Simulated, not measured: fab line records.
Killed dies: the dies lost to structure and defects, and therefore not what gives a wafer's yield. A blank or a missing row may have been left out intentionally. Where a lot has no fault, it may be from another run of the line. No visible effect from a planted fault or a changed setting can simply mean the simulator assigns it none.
Split-lot trial ; flow gf180mcu ; 5 lots, 27 wafers read, on a route of 602 steps

== SPLIT DETAILS ==
At GF_V5_SPUTTER_21 (material Ti, target thk 15 nm, time 80.02 s), the setting timeS was moved away from the recipe's 80.02 s on 6 of the 27 wafers read, by -34.0% to +58.8%. For the rest of the wafers, this setting stayed at what the recipe calls for.

The split's own step is where the reading is taken.

== THE READING ==
Ti_of_V5_SPUTTER_21.thkNm (the simulator's own value, which no gauge read), in nm, at GF_V5_SPUTTER_21 (material Ti, target thk 15 nm, time 80.02 s). The file does not state a usual value for it. Here, 21 wafers ran the recipe; their average is 14.970 nm with a standard deviation of 0.21 nm.

wafer;tool, chamber at the split;timeS as run, s;against the recipe;Ti_of_V5_SPUTTER_21.thkNm, nm;against lot-mates on the recipe
L074.1;pvdSputter-03, -;80.02;recipe;14.84;-
L074.2;pvdSputter-03, -;80.02;recipe;14.66;-
L074.3;pvdSputter-03, -;80.02;recipe;14.92;-
L074.5;pvdSputter-03, -;80.02;recipe;14.92;-
L074.4;pvdSputter-03, -;80.02;recipe;14.82;-
L074.6;pvdSputter-03, -;80.02;recipe;14.78;-
L076.1;pvdSputter-04, -;80.02;recipe;14.83;-
L076.2;pvdSputter-04, -;80.02;recipe;14.69;-
L076.4;pvdSputter-04, -;80.02;recipe;14.87;-
L080.1;pvdSputter-03, -;80.02;recipe;14.95;-
L080.2;pvdSputter-03, -;52.79;-34.0%;9.71;-5.203
L080.3;pvdSputter-03, -;80.02;recipe;14.91;-
L080.4;pvdSputter-03, -;80.02;recipe;14.88;-
L080.5;pvdSputter-03, -;52.79;-34.0%;9.667;-5.246
L080.6;pvdSputter-03, -;52.79;-34.0%;9.894;-5.019
L083.1;pvdSputter-04, -;80.02;recipe;15.16;-
L083.2;pvdSputter-04, -;80.02;recipe;15.3;-
L083.3;pvdSputter-04, -;80.02;recipe;15.42;-
L083.4;pvdSputter-04, -;80.02;recipe;15.11;-
L083.5;pvdSputter-04, -;80.02;recipe;15.26;-
L083.6;pvdSputter-04, -;80.02;recipe;15.26;-
L085.1;pvdSputter-04, -;80.02;recipe;14.85;-
L085.2;pvdSputter-04, -;127.1;+58.8%;23.9;+8.973
L085.3;pvdSputter-04, -;127.1;+58.8%;23.63;+8.703
L085.4;pvdSputter-04, -;127.1;+58.8%;23.78;+8.853
L085.5;pvdSputter-04, -;80.02;recipe;15.12;-
L085.6;pvdSputter-04, -;80.02;recipe;14.81;-

THE FIT
A straight line over all 27 wafers: Ti_of_V5_SPUTTER_21.thkNm changes by +0.151 nm for each +1% of timeS; r = +1.00; the points scatter about the line by 0.2 nm.
The same after taking each lot's own level away (the mean of its wafers on the recipe; 27 wafers): +0.151 nm for each +1%; r = +1.00; scatter 0.1 nm.
The reading moves by 8.9 nm for the largest change in timeS, on that fit.
The span of the lots' own levels, 14.7967 to 15.2517 nm, comes to 2.2 times the standard deviation stated above.
The two slopes are in agreement: the lot-to-lot level therefore moves the slope only a little.
Check: for one of the wafers moved furthest among these (+58.8%), held out of the fit, the line's prediction against its lot-mates is +8.82 nm. It came out at +8.97 nm against them.

== ADDITIONAL SPLITS CARRIED BY THESE WAFERS ==
Note: prior to the reading, these wafers also went through further splits. Each is held against what the fit with the lots' levels taken away leaves over:
other split on the same wafers;wafers away from the commonest value;r with Ti_of_V5_SPUTTER_21.thkNm (lot level and that fit taken away)
GF_M1_SPUTTER_04 timeS;9;-0.17
GF_M2_SPUTTER_04 timeS;12;-0.10
GF_V3_SPUTTER_21 timeS;9;-0.06
GF_M4_SPUTTER_02 timeS;9;-0.12
GF_MIM_CVD_05 timeS;9;-0.02

== THE FILE'S OWN FIT ==
Ti_of_V5_SPUTTER_21.thkNm changes by +0.151 nm for each +1% of timeS, r = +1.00.
